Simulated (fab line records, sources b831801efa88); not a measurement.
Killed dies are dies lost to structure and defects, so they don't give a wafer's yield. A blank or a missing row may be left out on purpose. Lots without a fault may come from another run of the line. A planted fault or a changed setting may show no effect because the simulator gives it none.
fab line records | flow sky130
record lots=6 wafers=18 last_day=50
route steps=708 shown SONOS_ONO@172 GATE_OXIDE@187 POLY_GATE@204 RES_PROTECT@206 SALICIDE@361 PAD_OPEN@708
lots that met no fault: from a run of the same line without faults
start_h: hours from the record's first day to the start of the lot's first wafer shown | wait_h: hours since the lot's step before | " the same as in the row above | L1.1+2: a row that stands for several wafers | - no value, or no start given | * or withheld: withheld | < > ~ a bound
route shown NAME@n: a module of which the file shows steps, and the number in the route of the first | usual: mean/standard deviation of fault-free wafers | same: alike in all rows | chamber/n: place in a boat | sites: the reading at each site | _std_site: their standard deviation | _edge_site: outer sites' mean less inner sites' | radius_mm: how far each site lies from the wafer's centre | mask NAME#n: copy n | behind: the tool/chamber that last shaped the wafer | hold: why the lot was held/for how many hours/how that ended | device: the transistor (n, p or np) that didn't switch | end of line: the same wafers' tests at the end of the route | a step without rows: its recipe alone | killed: dies lost to structure and defects at the first sort, not the wafer's yield | map: a wafer's dies, x killed, . not, _ none there
set.NAME: the setting as run; set.NAME@STEP: as run at that earlier step | model.NAME: the simulator's own value behind a step, which no gauge read
lots at some steps of the route; a table a step, a row a wafer
services: from which hour (start_h, from the record's first day; less than 0 if before it) a tool's chamber was out of use, for how many hours, and why
## steps
# step SKY_SONOS_ONO_CVD_04
# recipe material=SiO2 precursor=SiH4/N2O target_thk_nm=5.7199 temp_c=900 pressure_mtorr=400
# step SKY_SONOS_ONO_THK_MEAS_05
# recipe reads=SiO2_of_SONOS_ONO_CVD_04
# usual SONOS_ONO_CVD_04_THK=5.70/0.11
# columns lot.wafer tool chamber start_h wait_h SONOS_ONO_CVD_04_THK[nm]
L517.1 film_metro-03 - 325.27 0.0 5.64
L517.2 " - " " 5.61
L517.5 " - " " 5.72
L521.1 film_metro-01 - 352.78 0.0 5.66
L521.4 " - " " 5.61
L521.5 " - " " 5.55
L524.1 film_metro-04 - 372.33 0.0 5.71
L524.3 " - " " 5.64
L524.4 " - " " 5.69
L525.3 film_metro-04 - 373.80 0.0 5.73
L525.4 " - " " 5.76
L525.5 " - " " 5.68
L526.1 film_metro-03 - 383.26 0.0 5.68
L526.3 " - " " 5.69
L526.6 " - " " 5.71
L532.2 film_metro-04 - 448.64 0.0 5.84
L532.3 " - " " 5.89
L532.4 " - " " 5.85
# step SKY_SONOS_ONO_DEHYDRATE_06
# recipe temp_c=200 time_s=60
# step SKY_SONOS_ONO_HMDS_07
# recipe prime_time_s=60 prime_temp_c=120
# step SKY_SONOS_ONO_COAT_08
# recipe resist=NOVOLAK spin_rpm=3000 resist_thk_nm=1140
# step SKY_SONOS_ONO_SOFTBAKE_09
# recipe temp_c=90 time_s=60 resist=NOVOLAK
# step SKY_SONOS_ONO_EXPOSE_10
# recipe mask_id=ONOM target_cd_nm=410 na=0.6 source_shape=conventional sigma_outer=0.6 dose_mj=150
# step SKY_SONOS_ONO_PEB_11
# recipe temp_c=withheld time_s=* resist=NOVOLAK
# step SKY_SONOS_ONO_DEVELOP_12
# recipe develop_time_s=60 dev_temp_c=23
# step SKY_SONOS_ONO_CD_MEAS_13
# recipe target_cd_nm=410
# usual cd_nm=409.6/2.4
# columns lot.wafer tool chamber start_h wait_h cd_nm
L517.1 cd_sem-01 - 350.71 0.1 403.0
L517.2 " - " " 403.8
L517.5 " - " " 404.2
L521.1 cd_sem-01 - 380.61 0.1 408.9
L521.4 " - " " 411.5
L521.5 " - " " 409.2
L524.1 cd_sem-01 - 400.91 0.1 408.1
L524.3 " - " " 409.3
L524.4 " - " " 409.7
L525.3 cd_sem-02 - 401.65 0.1 412.0
L525.4 " - " " 410.8
L525.5 " - " " 409.7
L526.1 cd_sem-01 - 412.10 0.1 405.6
L526.3 " - " " 407.4
L526.6 " - " " 405.3
L532.2 cd_sem-01 - 479.20 0.1 409.5
L532.3 " - " " 408.3
L532.4 " - " " 406.1
# step SKY_SONOS_ONO_OVL_MEAS_14
# usual SONOS_ONO_OVL=0.1/1.2
# columns lot.wafer tool chamber start_h wait_h SONOS_ONO_OVL[nm]
L517.1 overlay-01 - 350.83 0.1 -1.9
L517.2 " - " " -2.0
L517.5 " - " " -1.2
L521.1 overlay-01 - 380.73 0.1 -2.3
L521.4 " - " " -1.7
L521.5 " - " " -1.5
L524.1 overlay-01 - 401.03 0.1 -0.3
L524.3 " - " " 0.9
L524.4 " - " " -2.2
L525.3 overlay-02 - 401.75 0.1 0.3
L525.4 " - " " 0.9
L525.5 " - " " -0.3
L526.1 overlay-02 - 412.22 0.1 0.1
L526.3 " - " " 0.2
L526.6 " - " " -0.1
L532.2 overlay-02 - 479.31 0.1 0.5
L532.3 " - " " -0.4
L532.4 " - " " -0.1
# step SKY_SONOS_ONO_ETCH_15
# recipe target_depth_nm=19.52 chemistry=CHF3/O2 source_w=600 bias_w=200 pressure_mtorr=40 chf3_flow_sccm=50 O2_flow_sccm=5 time_s=7.8
# usual drypump_motor_current_A=5.6/0.5 oes_product_au=0.996/0.012 throttle_valve_pct=8.824/0.0099
# columns lot.wafer tool chamber start_h wait_h drypump_motor_current_A oes_product_au rf_hours_counter_h throttle_valve_pct
L517.1 rie_diel-04 1 350.87 0.0 5.7 0.984 1 8.822
L517.2 " 2 " " 4.9 0.988 80 8.814
L517.5 " 2 " " 4.9 0.990 - 8.825
L521.1 rie_diel-03 0 380.76 0.0 5.8 0.983 4 8.831
L521.4 " 3 " " 6.5 0.997 10 8.836
L521.5 " 1 " " 6.2 0.989 - 8.833
L524.1 rie_diel-04 3 401.06 0.0 5.6 1.003 10 8.808
L524.3 " 1 " " 5.8 0.988 2 8.819
L524.4 " 0 " " 4.9 0.994 10 8.839
L525.3 rie_diel-03 0 401.77 0.0 5.8 0.975 4 8.823
L525.4 " 0 " " 5.8 0.988 - 8.821
L525.5 " 3 " " 6.5 0.994 - 8.817
L526.1 rie_diel-03 2 412.26 0.0 5.4 0.985 21 8.824
L526.3 " 0 " " 5.7 0.985 4 8.806
L526.6 " 0 " " 5.8 0.988 - 8.812
L532.2 rie_diel-04 0 479.34 0.0 4.9 1.000 12 8.828
L532.3 " 3 " " 5.6 1.010 11 8.821
L532.4 " 2 " " 4.9 0.995 82 8.833
# step SKY_SONOS_ONO_WET_ETCH_16
# recipe chemistry=dHF target_depth_nm=14 dry=n2_spin target=SiO2 dilution=100:1 temp_c=25 time_s=280
# usual run_length_s=308/3.3
# columns lot.wafer tool chamber start_h wait_h run_length_s model.SiO2_of_FIELD_ISO_CVD_24.thk_nm
L517.1 wet_bench-01 0 350.89 0.0 305 382.6
L517.2 " 0 " " 305 382.7
L517.5 " 0 " " 305 382.8
L521.1 wet_bench-02 1 380.78 0.0 306 384
L521.4 " 1 " " 306 382.4
L521.5 " 1 " " 306 384.1
L524.1 wet_bench-01 3 401.08 0.0 111 394.2
L524.3 " 3 " " 111 392.4
L524.4 " 3 " " 111 393.3
L525.3 wet_bench-02 0 401.79 0.0 306 385.1
L525.4 " 0 " " 306 382.9
L525.5 " 0 " " 306 382.7
L526.1 wet_bench-01 0 412.28 0.0 117 393.3
L526.3 " 0 " " 117 391.9
L526.6 " 0 " " 117 393.1
L532.2 wet_bench-04 0 479.36 0.0 308 382.2
L532.3 " 0 " " 308 381
L532.4 " 0 " " 308 382.6
# step SKY_SONOS_ONO_STRIP_17
# recipe chemistry=O2/N2 power_w=1400 pressure_mtorr=1500 platen_temp_c=withheld o2_flow_sccm=3000 n2_flow_sccm=300 overash_fraction=0.5
# usual drypump_motor_current_A=5.8/0.45 oes_product_au=0.710/0.0045 strip_time_to_endpoint_s=14.08/0.037
# same overash_fraction=0.5
# columns lot.wafer tool chamber start_h wait_h drypump_motor_current_A oes_product_au rf_hours_counter_h strip_time_to_endpoint_s
L517.1 plasma_asher-02 0 350.98 0.0 5.9 0.702 66 14.10
L517.2 " 1 " " 5.6 0.708 66 14.12
L517.5 " 0 " " 5.9 0.712 - 14.13
L521.1 plasma_asher-02 0 380.87 0.0 5.9 0.712 68 14.11
L521.4 " 0 " " 5.9 0.704 - 14.07
L521.5 " 1 " " 5.6 0.712 - 14.07
L524.1 plasma_asher-04 0 401.17 0.1 5.3 0.708 27 14.07
L524.3 " 1 " " 6.6 0.711 - 14.07
L524.4 " 0 " " 5.3 0.718 - 14.11
L525.3 plasma_asher-02 0 401.91 0.0 5.9 0.703 - 14.07
L525.4 " 1 " " 5.6 0.713 - 14.07
L525.5 " 0 " " 5.9 0.713 - 14.10
L526.1 plasma_asher-02 1 412.38 0.1 5.6 0.705 71 14.00
L526.3 " 1 " " 5.6 0.708 - 14.04
L526.6 " 0 " " 5.9 0.713 - 14.01
L532.2 plasma_asher-01 0 479.45 0.0 5.3 0.713 1 14.09
L532.3 " 1 " " 6.3 0.710 - 14.05
L532.4 " 0 " " 5.3 0.711 - 14.05
# step SKY_SONOS_ONO_WET_ETCH_18
# recipe chemistry=H3PO4 target_depth_nm=15 target=Si3N4 temp_c=160 time_s=172
# step SKY_GATE_OXIDE_CLEAN_00
# recipe chemistry=SC1/SC2 mix=1:4:20 temp_c=70 time_s=150 dry=n2_spin
# step SKY_GATE_OXIDE_OXIDATION_01
# recipe temp_c=900 ambient=O2 stabilise_s=600 purge_s=300 target_thk_a=102.68 ox_time_s=1473
# step SKY_GATE_OXIDE_THK_MEAS_02
# recipe reads=SiO2_of_GATE_OXIDE_OXIDATION_01
# usual GATE_OXIDE_OXIDATION_00_THK=10.23/0.2
# columns lot.wafer tool chamber start_h wait_h GATE_OXIDE_OXIDATION_00_THK[nm]
L517.1 film_metro-01 - 356.49 0.0 10.34
L517.2 " - " " 10.35
L517.5 " - " " 10.35
L521.1 film_metro-04 - 383.04 0.0 10.65
L521.4 " - " " 10.58
L521.5 " - " " 10.61
L524.1 film_metro-04 - 405.89 0.0 10.37
L524.3 " - " " 10.54
L524.4 " - " " 10.62
L525.3 film_metro-02 - 405.91 0.0 10.49
L525.4 " - " " 10.58
L525.5 " - " " 10.62
L526.1 film_metro-02 - 415.24 0.0 10.35
L526.3 " - " " 10.50
L526.6 " - " " 10.37
L532.2 film_metro-01 - 481.59 0.0 9.87
L532.3 " - " " 10.07
L532.4 " - " " 9.91
# step SKY_GATE_OXIDE_DEHYDRATE_03
# recipe temp_c=200 time_s=60
# step SKY_GATE_OXIDE_HMDS_04
# recipe prime_time_s=60 prime_temp_c=120
# step SKY_GATE_OXIDE_COAT_05
# recipe resist=NOVOLAK spin_rpm=3000 resist_thk_nm=1140
# step SKY_GATE_OXIDE_SOFTBAKE_06
# recipe temp_c=90 time_s=60 resist=NOVOLAK
# step SKY_GATE_OXIDE_EXPOSE_07
# recipe mask_id=LVOM na=0.6 source_shape=conventional sigma_outer=0.6 polarization=unpolarized target_cd_nm=600 dose_mj=170
# step SKY_GATE_OXIDE_PEB_08
# recipe temp_c=withheld time_s=* resist=NOVOLAK
# step SKY_GATE_OXIDE_DEVELOP_09
# recipe resist=NOVOLAK developer=TMAH develop_time_s=60 dev_temp_c=23
# step SKY_GATE_OXIDE_OVL_MEAS_10
# usual GATE_OXIDE_OVL=0.0/1.2
# columns lot.wafer tool chamber start_h wait_h GATE_OXIDE_OVL[nm]
L517.1 overlay-01 - 383.06 0.1 0.1
L517.2 " - " " 0.8
L517.5 " - " " -0.8
L521.1 overlay-01 - 411.81 0.1 1.2
L521.4 " - " " 2.3
L521.5 " - " " 1.4
L524.1 overlay-01 - 435.91 0.1 -1.9
L524.3 " - " " -1.4
L524.4 " - " " -3.1
L525.3 overlay-01 - 436.22 0.1 0.9
L525.4 " - " " 0.4
L525.5 " - " " 0.4
L526.1 overlay-02 - 445.65 0.1 -1.3
L526.3 " - " " -2.7
L526.6 " - " " -0.9
L532.2 overlay-01 - 511.81 0.1 -0.1
L532.3 " - " " 1.0
L532.4 " - " " 1.0
# step SKY_GATE_OXIDE_IMPLANT_11
# recipe species=B energy_kev=10 dose_cm2=2.6e+12 tilt_deg=withheld
# step SKY_GATE_OXIDE_WET_ETCH_12
# recipe chemistry=dHF target_depth_nm=16.8 dry=n2_spin target=SiO2 dilution=100:1 temp_c=25 time_s=336
# step SKY_GATE_OXIDE_STRIP_13
# recipe chemistry=O2/N2 power_w=1400 pressure_mtorr=1500 platen_temp_c=withheld o2_flow_sccm=3000 n2_flow_sccm=300 overash_fraction=0.5
# usual drypump_motor_current_A=6.0/0.47 oes_product_au=0.715/0.0046 strip_time_to_endpoint_s=14.17/0.039
# same overash_fraction=0.5
# columns lot.wafer tool chamber start_h wait_h drypump_motor_current_A oes_product_au rf_hours_counter_h strip_time_to_endpoint_s
L517.1 plasma_asher-01 1 383.34 0.0 6.2 0.718 71 14.15
L517.2 " 0 " " 5.3 0.717 71 14.16
L517.5 " 0 " " 5.3 0.714 - 14.17
L521.1 plasma_asher-01 0 412.09 0.0 5.3 0.708 74 14.14
L521.4 " 0 " " 5.3 0.707 - 14.12
L521.5 " 1 " " 6.3 0.719 - 14.12
L524.1 plasma_asher-04 1 436.19 0.0 6.7 0.710 31 14.18
L524.3 " 0 " " 5.3 0.717 - 14.18
L524.4 " 1 " " 6.6 0.721 - 14.22
L525.3 plasma_asher-03 0 436.53 0.0 6.3 0.716 - 14.20
L525.4 " 1 " " 5.7 0.711 - 14.20
L525.5 " 1 " " 5.7 0.717 - 14.19
L526.1 plasma_asher-04 0 445.94 0.0 5.3 0.722 32 14.23
L526.3 " 0 " " 5.3 0.720 - 14.23
L526.6 " 0 " " 5.3 0.721 - 14.19
L532.2 plasma_asher-04 1 512.10 0.0 6.6 0.717 37 14.09
L532.3 " 1 " " 6.6 0.716 - 14.07
L532.4 " 0 " " 5.3 0.717 - 14.08
# step SKY_GATE_OXIDE_TW_MEAS_14
# usual GATE_OXIDE_TW=224.6/1.9
# columns lot.wafer tool chamber start_h wait_h GATE_OXIDE_TW
L517.1 film_metro-04 - 383.44 0.1 224.1
L517.2 " - " " 223.2
L517.5 " - " " 223.7
L521.1 film_metro-04 - 412.19 0.1 222.7
L521.4 " - " " 221.3
L521.5 " - " " 222.1
L524.1 film_metro-02 - 436.29 0.1 226.9
L524.3 " - " " 227.2
L524.4 " - " " 225.0
L525.3 film_metro-02 - 436.61 0.1 227.7
L525.4 " - " " 227.9
L525.5 " - " " 226.1
L526.1 film_metro-04 - 446.04 0.1 220.6
L526.3 " - " " 221.1
L526.6 " - " " 221.6
L532.2 film_metro-02 - 512.21 0.1 223.9
L532.3 " - " " 224.8
L532.4 " - " " 223.8
# step SKY_GATE_OXIDE_CLEAN_15
# recipe chemistry=SC1/SC2 mix=1:4:20 temp_c=70 time_s=150 dry=n2_spin
# step SKY_GATE_OXIDE_OXIDATION_16
# recipe temp_c=800 ambient=O2 idle_temp_c=700 ramp_up_c_per_min=10 ramp_down_c_per_min=3 stabilise_s=600 purge_s=300 target_thk_a=35.7 ox_time_s=1915
# step SKY_POLY_GATE_CVD_00
# recipe material=poly-Si target_thk_nm=180 temp_c=620 time_s=720 pressure_mtorr=200
# step SKY_POLY_GATE_THK_MEAS_01
# recipe reads=poly-Si_of_POLY_GATE_CVD_00
# usual POLY_GATE_CVD_00_THK=180.0/1.6
# columns lot.wafer tool chamber start_h wait_h POLY_GATE_CVD_00_THK[nm]
L517.1 film_metro-02 - 386.28 0.0 179.9
L517.2 " - " " 179.5
L517.5 " - " " 181.2
L521.1 film_metro-03 - 415.04 0.0 179.6
L521.4 " - " " 179.1
L521.5 " - " " 180.3
L524.1 film_metro-03 - 439.13 0.0 178.5
L524.3 " - " " 177.0
L524.4 " - " " 178.6
L525.3 film_metro-02 - 440.35 0.0 179.9
L525.4 " - " " 180.4
L525.5 " - " " 179.3
L526.1 film_metro-04 - 449.25 0.0 179.0
L526.3 " - " " 180.1
L526.6 " - " " 182.0
L532.2 film_metro-03 - 515.95 0.0 179.0
L532.3 " - " " 181.0
L532.4 " - " " 179.3
# step SKY_RES_PROTECT_DEHYDRATE_00
# recipe temp_c=200 time_s=60
# step SKY_RES_PROTECT_HMDS_01
# recipe prime_time_s=60 prime_temp_c=120
# step SKY_RES_PROTECT_COAT_02
# recipe resist=NOVOLAK spin_rpm=3000 resist_thk_nm=1140
# step SKY_RES_PROTECT_SOFTBAKE_03
# recipe temp_c=90 time_s=60 resist=NOVOLAK
# step SKY_RES_PROTECT_EXPOSE_04
# recipe mask_id=RPM na=0.6 source_shape=conventional sigma_outer=0.6 polarization=unpolarized target_cd_nm=1270 dose_mj=131
# step SKY_RES_PROTECT_PEB_05
# recipe temp_c=withheld time_s=* resist=NOVOLAK
# step SKY_RES_PROTECT_DEVELOP_06
# recipe resist=NOVOLAK developer=TMAH develop_time_s=60 dev_temp_c=23
# step SKY_POLY_GATE_IMPLANT_02
# recipe species=P energy_kev=30 dose_cm2=7.7e+15 tilt_deg=0
# step SKY_SALICIDE_CLEAN_00
# recipe chemistry=HF-last time_s=30 dilution=100:1 dry=ipa_marangoni
# columns lot.wafer tool chamber start_h wait_h model.SiO2_of_FIELD_ISO_CVD_24.thk_nm
L517.1 wet_bench-04 3 722.44 0.1 357.3
L517.2 " 3 " " 357.4
L517.5 " 3 " " 357.5
L521.1+5 wet_bench-04 1 750.04 0.1 358.6
L521.4 " 1 " " 356.9
L524.1 wet_bench-04 0 768.03 0.1 369
L524.3 " 0 " " 367.2
L524.4 " 0 " " 368.2
L525.3 wet_bench-04 1 769.23 0.1 359.6
L525.4 " 1 " " 357.4
L525.5 " 1 " " 357.3
L526.1 wet_bench-01 3 784.29 0.1 367.9
L526.3 " 3 " " 366.5
L526.6 " 3 " " 367.5
L532.2 wet_bench-04 2 838.95 0.1 357.2
L532.3 " 2 " " 355.9
L532.4 " 2 " " 357.6
# step SKY_PAD_OPEN_PROBE_99
# usual killed_at_M0_to_M3=42/6.4 killed_at_M4_up=3.2/1.9 killed_at_contacts=24/4.8 killed_at_front_end=16/4.4 killed_at_other=0.3/0.55 killed_dies=86/8.6 killed_open=46/6.6 killed_short=39/5.7
# same gross_dies=492 killed_at_back_side=0
# columns lot.wafer tool chamber start_h wait_h killed_at_M0_to_M3 killed_at_M4_up killed_at_contacts killed_at_front_end killed_at_other killed_dies killed_open killed_short model.etest.cap_li_to_poly.c_af_um2 model.etest.field_n.vt_v model.etest.sram_nfet_pass.off_log10_a_um model.etest.sram_nfet_pass.vt_sat_v model.etest.sram_nfet_pass.vt_v model.etest.pfet_01v8_lvt.body_rise_v
L517.1 prober-02 - 1130.70 0.1 55 3 30 13 0 101 57 44 98.71 34.42 -12.63 0.5713 0.6675 -0.2026
L517.2 prober-02 - 1130.75 0.1 38 0 28 19 0 85 49 35 95.44 35.26 -12.71 0.5603 0.6597 -0.2013
L517.5 prober-02 - 1130.90 0.2 42 2 21 13 1 79 45 33 98.97 34.6 -12.69 0.5707 0.663 -0.201
L521.1 prober-01 - 1146.30 0.1 40 3 20 17 1 81 45 35 97.94 36.53 -12.83 0.5784 0.6714 -0.1988
L521.4 prober-01 - 1146.45 0.2 37 1 14 16 0 68 41 27 97.47 35.09 -12.71 0.5701 0.6685 -0.2033
L521.5 prober-01 - 1146.50 0.2 46 2 20 11 3 82 42 39 99.7 36.08 -13.01 0.5942 0.689 -0.2037
L524.1 prober-01 - 1161.31 0.1 37 4 17 10 1 69 32 36 100.7 36.72 -13.18 0.6115 0.7122 -0.1993
L524.3 prober-01 - 1161.41 0.2 42 4 21 15 0 82 45 36 99.13 37.69 -13.35 0.6273 0.7234 -0.1971
L524.4 prober-01 - 1161.46 0.2 54 6 24 11 0 95 51 44 100.6 37.46 -13.04 0.6011 0.6998 -0.1981
L525.3 prober-02 - 1163.18 0.2 46 0 32 13 1 92 46 46 97.33 36.21 -12.93 0.5994 0.7003 -0.2022
L525.4 prober-02 - 1163.23 0.2 28 6 34 11 1 80 46 34 98.33 36.24 -12.82 0.5815 0.6788 -0.2015
L525.5 prober-02 - 1163.28 0.2 39 4 30 7 1 81 43 38 101.8 35.77 -12.75 0.5732 0.6744 -0.2009
L526.1 prober-01 - 1172.37 0.1 47 3 21 16 0 87 48 39 99.59 36.32 -13.15 0.6137 0.7115 -0.1988
L526.3 prober-01 - 1172.47 0.2 40 2 20 9 0 71 37 34 101 36.96 -12.86 0.5746 0.6745 -0.1973
L526.6 prober-01 - 1172.62 0.2 40 6 15 19 0 80 41 39 101.5 36.26 -13.01 0.5846 0.6751 -0.1953
L532.2 prober-01 - 1205.09 0.1 26 1 32 12 0 71 37 33 96.46 35.83 -12.68 0.5826 0.6773 -0.2059
L532.3 prober-01 - 1205.14 0.2 41 6 38 15 0 100 63 37 97.14 35.49 -12.6 0.5724 0.668 -0.2069
L532.4 prober-01 - 1205.19 0.2 51 10 29 8 0 98 50 47 94.57 36.53 -12.78 0.5804 0.6813 -0.2062
# killed by level:class
L517.1 VIA1:geometric_particle:open=11 CONTACT:geometric_particle:open=9 METAL1:geometric_particle:short=9 VIA2:geometric_particle:open=8 VIA3:geometric_particle:open=8 LI_CONTACT:geometric_particle:short=7 LI_CONTACT:geometric_particle:open=6 CONTACT:geometric_particle:short=5
L517.2 VIA1:geometric_particle:open=13 CONTACT:geometric_particle:open=9 CONTACT:geometric_particle:short=6 LI_CONTACT:geometric_particle:open=6 METAL2:geometric_particle:short=5 VIA2:geometric_particle:open=5 FIELD_ISO:geometric_particle:short=4 POLY_GATE:geometric_particle:open=4
L517.5 VIA1:geometric_particle:open=11 CONTACT:geometric_particle:open=8 METAL1:geometric_particle:short=7 VIA3:geometric_particle:open=7 LI_CONTACT:geometric_particle:open=6 VIA2:geometric_particle:open=5 VIA1:geometric_particle:short=4 METAL2:geometric_particle:short=4
L521.1 VIA1:geometric_particle:open=10 CONTACT:geometric_particle:open=7 POLY_GATE:geometric_particle:short=6 VIA3:geometric_particle:open=6 POLY_GATE:geometric_particle:open=5 VIA2:geometric_particle:open=5 VIA3:geometric_particle:short=4 LI_CONTACT:geometric_particle:open=4
L521.4 METAL1:geometric_particle:short=8 VIA3:geometric_particle:open=8 FIELD_ISO:geometric_particle:open=7 CONTACT:geometric_particle:open=6 VIA1:geometric_particle:open=6 VIA2:geometric_particle:open=5 FIELD_ISO:geometric_particle:short=4 LI_CONTACT:geometric_particle:open=4
L521.5 VIA1:geometric_particle:open=12 VIA3:geometric_particle:open=8 CONTACT:geometric_particle:open=7 VIA3:geometric_particle:short=6 LI_CONTACT:geometric_particle:short=5 METAL1:geometric_particle:short=5 POLY_GATE:geometric_particle:short=4 LI_CONTACT:geometric_particle:open=4
L524.1 VIA1:geometric_particle:open=9 CONTACT:geometric_particle:open=8 METAL1:geometric_particle:short=6 VIA1:geometric_particle:short=5 FIELD_ISO:geometric_particle:short=4 LOCAL_INTERCONNECT:geometric_particle:short=4 METAL2:geometric_particle:short=4 VIA3:geometric_particle:open=4
L524.3 CONTACT:geometric_particle:open=13 VIA1:geometric_particle:open=10 VIA2:geometric_particle:open=7 VIA3:geometric_particle:open=6 FIELD_ISO:geometric_particle:short=4 VIA1:geometric_particle:short=4 METAL2:geometric_particle:short=4 POLY_GATE:geometric_particle:short=3
L524.4 VIA1:geometric_particle:open=11 VIA1:geometric_particle:short=8 VIA3:geometric_particle:open=8 LI_CONTACT:geometric_particle:open=5 CONTACT:geometric_particle:open=5 CONTACT:geometric_particle:short=5 POLY_GATE:geometric_particle:open=4 LI_CONTACT:geometric_particle:short=4
L525.3 LI_CONTACT:geometric_particle:open=10 CONTACT:geometric_particle:open=10 VIA1:geometric_particle:open=9 VIA1:geometric_particle:short=8 VIA3:geometric_particle:open=7 METAL1:geometric_particle:short=6 LOCAL_INTERCONNECT:geometric_particle:short=5 CONTACT:geometric_particle:short=5
L525.4 CONTACT:geometric_particle:open=16 LI_CONTACT:geometric_particle:open=10 VIA1:geometric_particle:open=7 METAL1:geometric_particle:short=5 METAL4:geometric_particle:short=5 LI_CONTACT:geometric_particle:short=4 FIELD_ISO:geometric_particle:short=3 POLY_GATE:geometric_particle:open=3
L525.5 LI_CONTACT:geometric_particle:open=9 CONTACT:geometric_particle:open=8 VIA1:geometric_particle:open=8 VIA3:geometric_particle:open=7 LOCAL_INTERCONNECT:geometric_particle:short=7 CONTACT:geometric_particle:short=5 FIELD_ISO:geometric_particle:short=4 VIA2:geometric_particle:short=4
L526.1 VIA3:geometric_particle:open=12 VIA1:geometric_particle:open=8 POLY_GATE:geometric_particle:open=6 METAL1:geometric_particle:short=6 METAL2:geometric_particle:short=6 LI_CONTACT:geometric_particle:open=5 CONTACT:geometric_particle:short=5 CONTACT:geometric_particle:open=5
L526.3 VIA1:geometric_particle:open=9 LI_CONTACT:geometric_particle:open=6 METAL1:geometric_particle:short=6 VIA3:geometric_particle:open=6 LI_CONTACT:geometric_particle:short=5 METAL2:geometric_particle:short=5 CONTACT:geometric_particle:open=4 VIA2:geometric_particle:short=4
L526.6 VIA1:geometric_particle:open=11 CONTACT:geometric_particle:open=7 VIA1:geometric_particle:short=6 METAL2:geometric_particle:short=6 VIA2:geometric_particle:open=6 FIELD_ISO:geometric_particle:short=5 LI_CONTACT:geometric_particle:open=5 POLY_GATE:geometric_particle:short=5
L532.2 CONTACT:geometric_particle:open=8 VIA3:geometric_particle:open=7 CONTACT:geometric_particle:short=6 LI_CONTACT:geometric_particle:short=5 LI_CONTACT:geometric_particle:open=5 LOCAL_INTERCONNECT:geometric_particle:short=5 METAL1:geometric_particle:short=4 VIA1:geometric_particle:open=4
L532.3 CONTACT:geometric_particle:open=15 VIA1:geometric_particle:open=10 LI_CONTACT:geometric_particle:open=9 VIA2:geometric_particle:open=9 METAL1:geometric_particle:short=7 CONTACT:geometric_particle:short=6 FIELD_ISO:geometric_particle:open=4 POLY_GATE:geometric_particle:open=4
L532.4 CONTACT:geometric_particle:open=11 VIA1:geometric_particle:open=10 LI_CONTACT:geometric_particle:open=8 METAL1:geometric_particle:short=7 METAL4:geometric_particle:short=7 METAL2:geometric_particle:short=7 VIA1:geometric_particle:short=6 VIA3:geometric_particle:open=5
## services
# columns tool chamber start_h hours kind
rie_diel-03 - 359.18 0.7 repair
wet_bench-04 - 361.88 0.7 repair
rie_diel-03 2 371.83 4.8 repair
rie_diel-04 - 372.53 2.8 pm
rie_diel-03 1 382.21 35.8 repair
rie_diel-04 0 386.01 11.7 repair
plasma_asher-01 - 421.25 9.0 pm
plasma_asher-01 - 430.25 28.1 pm
rie_diel-04 - 430.99 0.2 repair
rie_diel-04 2 435.99 21.6 repair
plasma_asher-01 - 453.58 1.9 repair
rie_diel-03 - 454.64 0.5 repair
plasma_asher-04 - 479.01 18.1 repair
rie_diel-03 - 480.48 0.1 repair
plasma_asher-01 - 483.58 2.6 repair
wet_bench-01 - 533.32 0.6 repair
plasma_asher-04 - 624.56 5.9 repair
plasma_asher-04 - 653.97 2.2 repair
plasma_asher-02 - 670.67 3.7 repair
plasma_asher-02 - 674.76 6.2 repair
plasma_asher-04 - 702.46 1.8 repair
plasma_asher-02 - 717.25 1.3 repair
plasma_asher-02 - 733.75 9.0 pm
plasma_asher-02 - 792.56 14.6 pm
## key
first_sign step=SKY_SONOS_ONO_WET_ETCH_16 reading=run_length_s direction=down sigmas=59 usual=* struck=*
effect none on later readings
model_effect step=SKY_SONOS_ONO_WET_ETCH_16 value=SiO2_of_FIELD_ISO_CVD_24.thk_nm without=382.4 struck=393
model_effect step=SKY_SALICIDE_CLEAN_00 value=SiO2_of_FIELD_ISO_CVD_24.thk_nm without=357 struck=367.7
model_effect step=SKY_PAD_OPEN_PROBE_99 value=etest.cap_li_to_poly.c_af_um2 without=97.41 struck=100.4
met_at SKY_SONOS_ONO_WET_ETCH_16
struck_wafers L524.1,L524.3,L524.4,L526.1,L526.3,L526.6
tester_left_out L524,L526
onset_between 350.89 401.08
fault kind=process_parameter_drift tool=wet_bench-01 chamber=- onset_h=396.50 steps=SKY_SONOS_ONO_WET_ETCH_16 channel=time_s offset=* shape=step end_h=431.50 acts_in=* stated=*
# tester_left_out: of these lots the tester's yield and bins aren't shown, on N5 and GAA mostly nor the transistor test; their killed dies are dies lost to structure and defects alone, not to doping, threshold or leakage, so they don't give the yield
